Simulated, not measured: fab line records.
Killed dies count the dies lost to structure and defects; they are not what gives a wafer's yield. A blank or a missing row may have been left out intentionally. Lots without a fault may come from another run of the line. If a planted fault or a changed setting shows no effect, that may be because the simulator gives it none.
2 desks looking at one fault    flow sky130    every desk sees just its own numbers, and what lay behind them comes last

## THE METROLOGY DESK
What the gauges read for every lot (on any tool): the sampled wafers with a number, averaged. Any lot whose mean is over 4 standard deviations away from the usual mean is out of limits and marked OUT; that distance is given in the brackets.
Columns: A = CAPM_TIN_RS at SKY_CAPM_RS_MEAS_03, usual 6.94 ohm/sq; B = CAPM_TIN_THK at SKY_CAPM_THK_MEAS_04, usual 196.3 nm
lot   first seen here  A     B
L463  day 36 08:38     6.93  197.5
L464  day 36 10:38     6.97  193.3
L467  day 37 13:36     6.99  194.9
L468  day 37 23:37     7.04  193.9
L473  day 39 19:28     7.05  193.9
L476  day 40 16:07     6.93  194.9
L478  day 41 08:34     7.04  191.8
L480  day 41 15:41     6.81  201.4
L481  day 41 21:17     6.87  197.1
L482  day 42 00:05     6.95  196.4
L483  day 42 07:35     6.88  200.3
L484  day 42 14:56     6.96  196.1
L485  day 43 17:34     6.93  194.4
L486  day 43 18:46     6.89  200.5
This desk's verdict: no lot among the 14 shows anything out of limits.

## THE TOOL OWNER'S DESK: rie-metal-03
The tool's own readings at SKY_METAL3_METAL_ETCH_18 (etches the open film in Cl2/BCl3, stops on SiO2, target depth 845 nm, time 183.1 s): means of the sampled wafers that have a number, for each lot that ran on this tool. Any lot whose mean is over 4 standard deviations away from the usual mean is out of limits and marked OUT; that distance is given in the brackets.
Columns: A = drypump-motor-current-A at SKY_METAL3_METAL_ETCH_18, usual 6.1 A; B = oes-product-au at SKY_METAL3_METAL_ETCH_18, usual 0.864 a.u.; C = run-length-s at SKY_METAL3_METAL_ETCH_18, usual 211.6 s; D = throttle-valve-pct at SKY_METAL3_METAL_ETCH_18, usual 22.265 %
lot   first seen here  A    B                 C                 D
L464  day 38 14:20     6.1  0.861             211.3             22.268
L467  day 39 16:32     6.1  0.949 (+13) OUT   192.2 (-27) OUT   22.268
L468  day 40 02:12     6.0  0.912 (+7.5) OUT  205.0 (-9.2) OUT  22.258
L482  day 43 23:18     6.1  0.862             211.4             22.271
L484  day 44 11:44     6.1  0.868             211.4             22.268
L486  day 45 15:06     6.2  0.861             211.4             22.268
This desk's verdict: out of limits on L467, L468, starting with L467 at day 39 16:32 (oes-product-au at SKY_METAL3_METAL_ETCH_18). In limits: L464, L482, L484, L486.

## ALL TOGETHER
At day 39 16:32, on L467, L468, the tool owner's desk was in a position to raise an alarm.
Metrology desk: nothing out of limits seen.
The metrology desk has L467, L468 on record, within its limits.
Of the lots named, all ran SKY_METAL3_METAL_ETCH_18 on rie-metal-03.

## WHAT WAS PUT IN BY THE SIMULATOR
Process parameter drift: rie-metal-03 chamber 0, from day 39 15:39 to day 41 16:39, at SKY_METAL3_METAL_ETCH_18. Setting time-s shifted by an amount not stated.
Shown lots that were struck: L467, L468.
Hours from the fault's start to each desk's first reading out of limits: the tool owner's desk, 1.
